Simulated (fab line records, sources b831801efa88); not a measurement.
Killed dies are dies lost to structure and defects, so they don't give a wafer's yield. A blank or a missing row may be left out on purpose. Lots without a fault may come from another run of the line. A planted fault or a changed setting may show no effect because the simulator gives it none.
fab line records | flow sky130
record lots=6 wafers=18 last_day=51
route steps=708 shown VT_ADJUST_PCH@144 SONOS_TUNNEL@154 PAD_OPEN@708
lots that met no fault: from a run of the same line without faults
start_h: hours from the record's first day to the start of the lot's first wafer shown | wait_h: hours since the lot's step before | " the same as in the row above | L1.1+2: a row that stands for several wafers | - no value, or no start given | * or withheld: withheld | < > ~ a bound
route shown NAME@n: a module of which the file shows steps, and the number in the route of the first | usual: mean/standard deviation of fault-free wafers | same: alike in all rows | chamber/n: place in a boat | sites: the reading at each site | _std_site: their standard deviation | _edge_site: outer sites' mean less inner sites' | radius_mm: how far each site lies from the wafer's centre | mask NAME#n: copy n | behind: the tool/chamber that last shaped the wafer | hold: why the lot was held/for how many hours/how that ended | device: the transistor (n, p or np) that didn't switch | end of line: the same wafers' tests at the end of the route | a step without rows: its recipe alone | killed: dies lost to structure and defects at the first sort, not the wafer's yield | map: a wafer's dies, x killed, . not, _ none there
set.NAME: the setting as run; set.NAME@STEP: as run at that earlier step | model.NAME: the simulator's own value behind a step, which no gauge read
lots at some steps of the route; a table a step, a row a wafer
services: from which hour (start_h, from the record's first day; less than 0 if before it) a tool's chamber was out of use, for how many hours, and why
## steps
# step SKY_VT_ADJUST_PCH_HMDS_01
# recipe prime_time_s=60 prime_temp_c=120
# step SKY_VT_ADJUST_PCH_COAT_02
# recipe spin_rpm=2000 resist_thk_nm=3000
# step SKY_VT_ADJUST_PCH_SOFTBAKE_03
# recipe temp_c=110 time_s=withheld
# step SKY_VT_ADJUST_PCH_EXPOSE_04
# recipe mask_id=NWM na=0.6 source_shape=conventional sigma_outer=0.6 polarization=unpolarized target_cd_nm=840 dose_mj=255
# step SKY_VT_ADJUST_PCH_PEB_05
# recipe temp_c=115 time_s=withheld
# step SKY_VT_ADJUST_PCH_DEVELOP_06
# recipe wall_angle_deg=90 developer=TMAH develop_time_s=60 dev_temp_c=23
# step SKY_VT_ADJUST_PCH_OVL_MEAS_07
# usual VT_ADJUST_PCH_OVL=0.8/1.5
# columns lot.wafer tool chamber start_h wait_h VT_ADJUST_PCH_OVL[nm]
L472.1 overlay-01 - 220.38 - -0.6
L472.4 " - " " 0.5
L472.5 " - " " 0.7
L480.1 overlay-02 - 283.38 - 1.8
L480.2 " - " " 0.5
L480.4 " - " " 1.1
L489.1 overlay-01 - 358.77 - -0.4
L489.4 " - " " 0.4
L489.6 " - " " 1.4
L490.1 overlay-01 - 366.53 - -1.2
L490.3 " - " " -2.5
L490.6 " - " " -0.7
L492.4 overlay-02 - 379.70 - 2.5
L492.5 " - " " -0.2
L492.6 " - " " 0.6
L494.3 overlay-01 - 422.29 - 1.7
L494.4 " - " " 3.0
L494.5 " - " " -0.9
# step SKY_VT_ADJUST_PCH_IMPLANT_08
# recipe species=B energy_kev=10 dose_cm2=5e+11 tilt_deg=withheld
# step SKY_VT_ADJUST_PCH_STRIP_09
# recipe chemistry=O2/N2 power_w=1400 pressure_mtorr=1500 platen_temp_c=withheld o2_flow_sccm=3000 n2_flow_sccm=300 overash_fraction=0.5
# usual drypump_motor_current_A=6.0/0.38 oes_product_au=0.722/0.0043 strip_time_to_endpoint_s=36.91/0.12
# same overash_fraction=0.5
# columns lot.wafer tool chamber start_h wait_h drypump_motor_current_A oes_product_au rf_hours_counter_h strip_time_to_endpoint_s
L472.1 plasma_asher-01 0 220.57 0.1 6.3 0.714 54 36.92
L472.4 " 0 " " 6.4 0.714 - 36.96
L472.5 " 0 " " 6.3 0.721 - 36.86
L480.1 plasma_asher-02 1 283.57 0.1 6.2 0.725 46 36.92
L480.2 " 0 " " 6.1 0.724 46 36.95
L480.4 " 1 " " 6.3 0.720 - 36.87
L489.1 plasma_asher-01 1 358.95 0.1 5.6 0.722 67 36.86
L489.4 " 1 " " 5.6 0.717 - 36.93
L489.6 " 0 " " 6.3 0.726 - 37.03
L490.1 plasma_asher-01 0 366.72 0.1 6.3 0.719 68 36.93
L490.3 " 0 " " 6.3 0.719 - 36.97
L490.6 " 1 " " 5.6 0.726 - 36.91
L492.4 plasma_asher-02 1 379.90 0.1 6.2 0.721 - 36.92
L492.5 " 0 " " 6.1 0.722 - 36.80
L492.6 " 1 " " 6.3 0.718 - 36.78
L494.3 plasma_asher-02 0 422.50 0.1 6.1 0.722 - 36.95
L494.4 " 1 " " 6.2 0.723 - 37.04
L494.5 " 1 " " 6.3 0.733 - 36.98
# step SKY_VT_ADJUST_PCH_TW_MEAS_10
# usual VT_ADJUST_PCH_TW=142.9/0.88
# columns lot.wafer tool chamber start_h wait_h VT_ADJUST_PCH_TW
L472.1 film_metro-02 - 220.67 0.1 142.3
L472.4 " - " " 142.8
L472.5 " - " " 141.8
L480.1 film_metro-04 - 283.67 0.1 142.2
L480.2 " - " " 142.6
L480.4 " - " " 142.1
L489.1 film_metro-01 - 359.05 0.1 143.2
L489.4 " - " " 144.5
L489.6 " - " " 143.9
L490.1 film_metro-01 - 366.82 0.1 143.8
L490.3 " - " " 144.0
L490.6 " - " " 144.6
L492.4 film_metro-02 - 379.99 0.1 143.5
L492.5 " - " " 142.7
L492.6 " - " " 142.8
L494.3 film_metro-02 - 422.58 0.1 142.3
L494.4 " - " " 142.0
L494.5 " - " " 143.0
# step SKY_SONOS_TUNNEL_DEHYDRATE_00
# recipe temp_c=200 time_s=60
# step SKY_SONOS_TUNNEL_HMDS_01
# recipe prime_time_s=60 prime_temp_c=120
# step SKY_SONOS_TUNNEL_COAT_02
# recipe resist=NOVOLAK spin_rpm=3000 resist_thk_nm=1140
# columns lot.wafer tool chamber start_h wait_h model.NOVOLAK_of_SONOS_TUNNEL_COAT_02.thk_nm
L472.1 litho_track-04 0 231.77 0.1 1132
L472.4 " 0 " " 1133
L472.5 " 0 " " 1139
L480.1 litho_track-04 0 295.87 0.1 1143
L480.2 " 0 " " 1136
L480.4 " 0 " " 1138
L489.1 litho_track-04 0 372.22 0.1 828.5
L489.4 " 0 " " 829.5
L489.6 " 0 " " 827.6
L490.1 litho_track-04 0 381.22 0.1 827.4
L490.3 " 0 " " 826.9
L490.6 " 0 " " 826.3
L492.4+6 litho_track-02 0 394.34 0.1 1140
L492.5 " 0 " " 1142
L494.3 litho_track-02 0 437.76 0.1 1147
L494.4 " 0 " " 1145
L494.5 " 0 " " 1144
# step SKY_SONOS_TUNNEL_SOFTBAKE_03
# recipe temp_c=90 time_s=60 resist=NOVOLAK
# step SKY_SONOS_TUNNEL_EXPOSE_04
# recipe mask_id=TUNM na=0.6 source_shape=conventional sigma_outer=0.6 polarization=unpolarized target_cd_nm=410 dose_mj=136
# step SKY_SONOS_TUNNEL_PEB_05
# recipe temp_c=withheld time_s=* resist=NOVOLAK
# step SKY_SONOS_TUNNEL_DEVELOP_06
# recipe resist=NOVOLAK developer=TMAH develop_time_s=62.84 dev_temp_c=23
# columns lot.wafer tool chamber start_h wait_h model.NOVOLAK_of_SONOS_TUNNEL_COAT_02.thk_nm model.SONOS_TUNNEL.cd_nm
L472.1 litho_track-04 0 242.97 0.1 1131 408.6
L472.4 " 0 " " 1132 406.9
L472.5 " 0 " " 1139 407
L480.1 litho_track-01 0 308.53 0.1 1142 408.4
L480.2 " 0 " " 1135 409.6
L480.4 " 0 " " 1138 410.3
L489.1 litho_track-02 0 386.36 0.1 828.1 447
L489.4 " 0 " " 829.1 445.9
L489.6 " 0 " " 827.2 446.6
L490.1 litho_track-02 0 395.96 0.1 827 444.7
L490.3 " 0 " " 826.5 444.6
L490.6 " 0 " " 825.8 446.2
L492.4 litho_track-02 0 409.44 0.1 1139 411.1
L492.5 " 0 " " 1141 409.4
L492.6 " 0 " " 1140 409.8
L494.3 litho_track-02 0 453.41 0.1 1146 409.1
L494.4 " 0 " " 1145 409
L494.5 " 0 " " 1143 408.9
# step SKY_SONOS_TUNNEL_CD_MEAS_07
# recipe target_cd_nm=410
# usual cd_nm=410.1/2.6
# columns lot.wafer tool chamber start_h wait_h cd_nm
L472.1 cd_sem-02 - 243.12 0.1 409.0
L472.4 " - " " 406.9
L472.5 " - " " 406.9
L480.1 cd_sem-01 - 308.68 0.1 409.0
L480.2 " - " " 409.8
L480.4 " - " " 410.0
L489.1 cd_sem-01 - 386.51 0.1 447.1
L489.4 " - " " 445.8
L489.6 " - " " 446.5
L490.1 cd_sem-01 - 396.11 0.1 444.7
L490.3 " - " " 444.9
L490.6 " - " " 446.5
L492.4 cd_sem-01 - 409.57 0.1 411.1
L492.5 " - " " 409.8
L492.6 " - " " 409.9
L494.3 cd_sem-02 - 453.55 0.1 409.3
L494.4 " - " " 409.0
L494.5 " - " " 409.0
# step SKY_SONOS_TUNNEL_OVL_MEAS_08
# usual SONOS_TUNNEL_OVL=-0.5/1.5
# columns lot.wafer tool chamber start_h wait_h SONOS_TUNNEL_OVL[nm]
L472.1 overlay-02 - 243.24 0.1 0.4
L472.4 " - " " -1.3
L472.5 " - " " 0.6
L480.1 overlay-01 - 308.80 0.1 -0.9
L480.2 " - " " -1.3
L480.4 " - " " 0.7
L489.1 overlay-02 - 386.63 0.1 0.1
L489.4 " - " " 0.5
L489.6 " - " " -1.9
L490.1 overlay-01 - 396.23 0.1 -3.1
L490.3 " - " " -4.0
L490.6 " - " " -1.7
L492.4 overlay-01 - 409.65 0.1 -4.3
L492.5 " - " " -1.6
L492.6 " - " " -1.5
L494.3 overlay-01 - 453.65 0.1 -1.5
L494.4 " - " " -1.0
L494.5 " - " " -1.4
# step SKY_PAD_OPEN_PROBE_99
# usual killed_at_M0_to_M3=45/6.9 killed_at_M4_up=3.2/1.8 killed_at_contacts=25/5.3 killed_at_front_end=16/4.3 killed_at_other=0.2/0.52 killed_dies=88/8.7 killed_open=48/6.5 killed_short=40/6
# same gross_dies=492 killed_at_back_side=0
# columns lot.wafer tool chamber start_h wait_h killed_at_M0_to_M3 killed_at_M4_up killed_at_contacts killed_at_front_end killed_at_other killed_dies killed_open killed_short
L472.1 prober-01 - 1068.88 0.1 44 3 20 4 1 72 47 25
L472.4 prober-01 - 1069.03 0.2 56 4 23 14 0 97 54 43
L472.5 prober-01 - 1069.08 0.2 50 3 29 19 0 101 53 47
L489.1 prober-02 - 1179.83 0.1 39 2 24 24 1 90 47 39
L489.4 prober-02 - 1179.98 0.2 46 4 30 21 0 101 59 38
L489.6 prober-02 - 1180.08 0.2 48 2 25 31 0 106 60 45
L490.3 prober-01 - 1181.44 0.2 49 1 27 18 0 95 46 46
L490.6 prober-01 - 1181.59 0.2 66 4 16 11 0 97 47 48
# killed by level:class
L472.1 VIA1:geometric_particle:open=11 VIA2:geometric_particle:open=10 CONTACT:geometric_particle:open=8 METAL1:geometric_particle:short=5 LI_CONTACT:geometric_particle:open=4 CONTACT:geometric_particle:short=4 VIA3:geometric_particle:open=4 METAL2:geometric_particle:short=4
L472.4 VIA1:geometric_particle:open=14 METAL1:geometric_particle:short=11 CONTACT:geometric_particle:open=11 VIA3:geometric_particle:open=8 VIA1:geometric_particle:short=7 VIA2:geometric_particle:open=6 VIA3:geometric_particle:short=4 FIELD_ISO:geometric_particle:open=3
L472.5 VIA1:geometric_particle:open=12 CONTACT:geometric_particle:open=11 METAL2:geometric_particle:short=10 POLY_GATE:geometric_particle:short=6 LI_CONTACT:geometric_particle:open=6 LOCAL_INTERCONNECT:geometric_particle:short=6 VIA1:geometric_particle:short=6 VIA3:geometric_particle:open=5
L489.1 LI_CONTACT:geometric_particle:open=9 POLY_GATE:geometric_particle:short=7 CONTACT:geometric_particle:open=7 VIA1:geometric_particle:open=7 POLY_GATE:geometric_particle:open=6 VIA3:geometric_particle:short=6 LOCAL_INTERCONNECT:geometric_particle:short=5 VIA1:geometric_particle:short=5
L489.4 VIA1:geometric_particle:open=13 CONTACT:geometric_particle:open=11 LI_CONTACT:geometric_particle:open=9 VIA2:geometric_particle:open=9 POLY_GATE:geometric_particle:short=6 POLY_GATE:geometric_particle:open=6 METAL2:geometric_particle:short=5 CONTACT:geometric_particle:short=5
L489.6 CONTACT:geometric_particle:open=11 VIA1:geometric_particle:open=10 POLY_GATE:geometric_particle:open=9 POLY_GATE:geometric_particle:short=9 VIA3:geometric_particle:open=9 LI_CONTACT:geometric_particle:open=7 VIA1:geometric_particle:short=6 METAL2:geometric_particle:short=6
L490.3 METAL1:geometric_particle:short=9 VIA1:geometric_particle:open=8 LI_CONTACT:geometric_particle:open=7 LOCAL_INTERCONNECT:geometric_particle:short=6 CONTACT:geometric_particle:open=6 VIA2:geometric_particle:open=6 FIELD_ISO:geometric_particle:short=5 VIA1:geometric_particle:short=5
L490.6 VIA3:geometric_particle:open=13 VIA1:geometric_particle:open=9 METAL2:geometric_particle:short=7 METAL1:geometric_particle:short=7 CONTACT:geometric_particle:open=6 VIA2:geometric_particle:short=6 VIA1:geometric_particle:short=6 VIA3:geometric_particle:short=6
## services
# columns tool chamber start_h hours kind
plasma_asher-02 - 241.67 2.8 pm
plasma_asher-02 - 276.93 1.6 repair
plasma_asher-02 - 283.88 7.5 repair
plasma_asher-01 - 421.25 9.0 pm
plasma_asher-01 0 421.25 9.0 vent_cycle
plasma_asher-01 1 421.25 9.0 vent_cycle
plasma_asher-02 - 425.63 6.0 repair
plasma_asher-01 0 430.25 - clean
plasma_asher-01 1 430.25 - clean
litho_track-04 - 439.55 - consumable_replace:filter
## key
first_sign step=SKY_SONOS_TUNNEL_CD_MEAS_07 reading=cd_nm direction=up sigmas=14 usual=410.1 struck=445.9
effect none on later readings
model_effect step=SKY_SONOS_TUNNEL_COAT_02 value=NOVOLAK_of_SONOS_TUNNEL_COAT_02.thk_nm without=1139 struck=827.7
model_effect step=SKY_SONOS_TUNNEL_DEVELOP_06 value=NOVOLAK_of_SONOS_TUNNEL_COAT_02.thk_nm without=1139 struck=827.3
met_at SKY_SONOS_TUNNEL_COAT_02
struck_wafers L489.1,L489.4,L489.6,L490.1,L490.3,L490.6
tester_left_out L489,L490
onset_between 295.87 372.22
also_fits SKY_VT_ADJUST_PCH_STRIP_09:plasma_asher-01
fault kind=process_parameter_drift tool=litho_track-04 chamber=- onset_h=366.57 steps=SKY_SONOS_TUNNEL_COAT_02 channel=resist_thk_nm offset=-311.73 shape=step end_h=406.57 acts_in=these_recipes_only stated=1140
# tester_left_out: of these lots the tester's yield and bins aren't shown, on N5 and GAA mostly nor the transistor test; their killed dies are dies lost to structure and defects alone, not to doping, threshold or leakage, so they don't give the yield
